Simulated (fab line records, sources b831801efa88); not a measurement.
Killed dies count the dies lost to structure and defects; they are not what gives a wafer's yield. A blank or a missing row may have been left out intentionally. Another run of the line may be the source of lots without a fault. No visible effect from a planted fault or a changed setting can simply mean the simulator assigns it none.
Matching of chambers + flow gf180mcu + GF_STI_CMP_25 on cmp-02: 4 sister chambers
The step polishes, stops on Si3N4, t overpolish 33 s, target thk 524.6 nm. 4 wafers are shown with their chamber, then 7 later ones without.

WAFERS, EACH WITH ITS CHAMBER
| wafer  | chamber | motor current A (A) |
|--------|---------|---------------------|
| L508.2 | 0       | 11.5                |
| L508.6 | 1       | 11.5                |
| L509.1 | 2       | 10.8                |
| L509.3 | 3       | 13.5                |

WAFERS WITHOUT THEIR CHAMBER
| wafer  | motor current A (A) |
|--------|---------------------|
| L509.4 | 12.3                |
| L514.1 | 11.5                |
| L514.5 | 11.3                |
| L514.6 | 11.5                |
| L524.4 | 11.1                |
| L524.5 | 11.5                |
| L524.6 | 13.2                |

THE CHAMBER EACH PASSED THROUGH
| wafer  | from the rows above               | in truth |
|--------|-----------------------------------|----------|
| L509.4 | can't be placed: 0 or 1 or 3 or 2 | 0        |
| L514.1 | can't be placed: 0 or 1 or 2      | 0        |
| L514.5 | can't be placed: 0 or 1 or 2      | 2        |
| L514.6 | can't be placed: 0 or 1 or 2      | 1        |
| L524.4 | can't be placed: 2 or 0 or 1      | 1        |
| L524.5 | can't be placed: 0 or 1 or 2      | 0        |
| L524.6 | 3                                 | 3        |
1 of 7 placed correctly. Unplaceable from these rows: 6, with the true chamber sitting among the candidates in 6. Placed wrongly: 0.
How it was worked out, from the rows above alone: a wafer's distance from a chamber is the root of the sum, over the readings, of the square of ((its reading less the chamber's mean) divided by the reading's scatter). The wafer belongs to the nearest chamber; if the next one is less than 2 further off, it can't be placed. A chamber's mean is the mean of its shown wafers. The scatter (one wafer shown for each chamber): square how far every hidden wafer sits from the nearest shown wafer, average those squares and take the square root.
